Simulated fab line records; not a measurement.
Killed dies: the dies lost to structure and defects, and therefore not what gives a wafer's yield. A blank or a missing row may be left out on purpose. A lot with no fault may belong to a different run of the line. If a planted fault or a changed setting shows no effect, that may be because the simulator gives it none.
Which of the tools did it? -- flow sky130 -- 36 wafers from 12 lots sampled at 4 of the route's 708 steps

## WHAT THE GAUGES SHOWED, per wafer
SKY_CAP2M_RS_MEAS_03: measurement is done with a four-point probe. Usual: for CAP2M_TIN_RS the level is 6.95 ohm/sq and the standard deviation is 0.073.
lot,measured,on,CAP2M_TIN_RS (ohm/sq),flag
L184,day 40 04:33,film metro-01,7.00 6.88 6.90,
L185,day 40 16:34,film metro-04,7.07 7.10 6.96,
L186,day 40 23:55,film metro-01,7.00 7.00 6.95,
L188,day 41 04:01,film metro-01,6.88 6.90 6.97,
L189,day 41 16:27,film metro-02,6.98 7.05 6.97,
L191,day 41 23:08,film metro-01,7.00 7.01 7.07,
L193,day 42 16:31,film metro-01,6.87 6.83 6.87,
L201,day 45 03:16,film metro-01,6.83 6.95 6.84,
L202,day 45 09:55,film metro-01,6.99 6.96 6.93,
L203,day 45 10:00,film metro-04,6.90 6.92 6.94,
L204,day 45 15:14,film metro-01,6.89 6.93 6.91,
L205,day 45 20:58,film metro-04,6.91 6.88 6.87,

SKY_CAP2M_OVL_MEAS_12. Usual: for CAP2M_OVL the level is -0.1 nm and the standard deviation is 1.5.
lot,measured,on,CAP2M_OVL (nm),flag
L184,day 41 04:34,overlay-01,-1.4 -4.9 -0.8,
L185,day 41 16:05,overlay-01,-1.8 0.8 -2.3,
L186,day 41 23:52,overlay-01,-2.0 1.9 3.4,
L188,day 42 02:52,overlay-02,-0.7 -0.9 -1.7,
L189,day 42 15:31,overlay-02,1.1 0.5 0.9,
L191,day 42 22:38,overlay-02,1.8 0.4 0.8,
L193,day 43 15:22,overlay-02,1.5 -1.0 2.9,
L201,day 46 00:07,overlay-01,1.3 0.6 -0.5,
L202,day 46 06:52,overlay-01,1.5 -1.1 -1.3,
L203,day 46 07:31,overlay-02,-1.1 -0.6 1.0,
L204,day 46 12:11,overlay-01,1.0 -0.5 0.2,
L205,day 46 16:55,overlay-02,-1.9 -2.1 -2.4,

SKY_VIA4_BOW_MEAS_03. Usual: for VIA4_BOW the level is 77 um and the standard deviation is 8.
lot,measured,on,VIA4_BOW (um),flag
L184,day 42 06:38,film metro-03,78 59 75,
L185,day 42 17:53,film metro-01,74 70 85,
L186,day 43 00:59,film metro-02,83 72 71,
L188,day 43 04:03,film metro-03,79 84 81,
L189,day 43 17:08,film metro-03,74 61 80,
L191,day 44 00:07,film metro-01,67 73 77,
L193,day 44 16:13,film metro-01,75 81 79,
L201,day 46 23:18,film metro-02,65 84 83,
L202,day 47 05:54,film metro-03,86 79 89,
L203,day 47 06:51,film metro-02,77 78 71,
L204,day 47 11:09,film metro-02,83 81 91,
L205,day 47 15:30,film metro-02,53 68 71,

## WHICH TOOL RAN EACH LOT (tool, then ch and the chambers of the sampled wafers, then the start)
lot,SKY_METAL4_ETCH_16
L184,"rie metal-04 ch 0,1, day 42 05:11"
L185,"rie metal-02 ch 0,1, day 42 16:26"
L186,"rie metal-03 ch 0,1, day 42 23:31"
L188,"rie metal-04 ch 0,1, day 43 02:36"
L189,"rie metal-02 ch 0,1, day 43 15:41"
L191,"rie metal-02 ch 0,1, day 43 22:41"
L193,"rie metal-02 ch 0, day 44 14:42"
L201,"rie metal-04 ch 0,1, day 46 21:40"
L202,"rie metal-02 ch 0,1, day 47 04:22"
L203,"rie metal-02 ch 0,1, day 47 05:22"
L204,"rie metal-03 ch 0,1, day 47 09:28"
L205,"rie metal-03 ch 0,1, day 47 14:04"
- SKY_METAL4_ETCH_16: etches BARC in N2/H2, stops on SiO2, time 88.2 s, target depth 60 nm.

## WHAT THE TOOLS THEMSELVES READ (means of the sampled wafers that have a number; where no wafer has one, the mark that the record gives instead)
SKY_METAL4_ETCH_16. Usual: bias w 100.0 W, standard deviation 0.3; drypump motor current A 5.79 A, standard deviation 0.23; h2 flow sccm 200.1 sccm, standard deviation 0.64; oes product au 0.626 a.u., standard deviation 0.0047; rf fwd power W 496.9 W, standard deviation 1.7; throttle valve pct 13.203 %, standard deviation 0.0085.
lot,tool,bias w (W),drypump motor current A (A),h2 flow sccm (sccm),oes product au (a.u.),rf fwd power W (W),throttle valve pct (%),flag
L184,rie metal-04,99.8,5.72,200.0,0.626,498.4,13.209,
L185,rie metal-02,99.7,5.94,200.2,0.629,498.8,13.206,
L186,rie metal-03,100.2,5.67,199.7,0.630,498.0,13.192,
L188,rie metal-04,99.8,5.59,200.3,0.625,496.8,13.205,
L189,rie metal-02,100.0,5.93,199.3,0.630,496.5,13.204,
L191,rie metal-02,100.2,6.00,200.1,0.627,496.2,13.209,
L193,rie metal-02,99.8,6.05,200.1,0.625,496.1,13.207,
L201,rie metal-04,100.0,5.72,200.5,0.620,497.8,13.203,
L202,rie metal-02,95.7,6.01,200.4,0.621,496.0,13.199,OFF
L203,rie metal-02,91.6,5.92,200.6,0.624,495.8,13.206,OFF
L204,rie metal-03,100.2,5.68,200.2,0.629,497.5,13.200,
L205,rie metal-03,100.0,5.79,200.0,0.627,497.1,13.202,

## THE ANSWER, worked out from the rows above alone
Rule: take the mean of a lot's wafers that have a number; if it is more than 3 standard deviations from the usual mean, the lot is off. Also off: a lot with no number at a reading for which 4 or more lots have one. Where the step has rows for the other lots, those lots are counted as sound. After the gauges, taken in route order, come the tools' own readings; for these a lot's mean is taken, as printed above. At the first step where some lot is off, the reading lying furthest off is the one used; lots without a number count as furthest.
Off: L202, L203 (SKY_METAL4_ETCH_16, bias w).
A tool fits if, at that step or a process step before it, it ran every lot that is off, and no sound lot after the first of them. One fits: rie metal-02 at SKY_METAL4_ETCH_16. A fault onset in the window from L193 (day 44 14:42, its last sound lot) to L202 (day 47 04:22, its first lot off) fits.
The tool's own readings at SKY_METAL4_ETCH_16 bear it out: on the lots that are off they differ by more than 5 times the standard deviation of the sound lots' means. bias w reads 93.7 W there against 100.0 W on the sound lots.

## WHAT WAS PUT IN BY THE SIMULATOR
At SKY_METAL4_ETCH_16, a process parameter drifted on rie metal-02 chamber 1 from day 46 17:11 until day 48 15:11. Setting bias w, moved by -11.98, from 100. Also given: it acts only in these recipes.
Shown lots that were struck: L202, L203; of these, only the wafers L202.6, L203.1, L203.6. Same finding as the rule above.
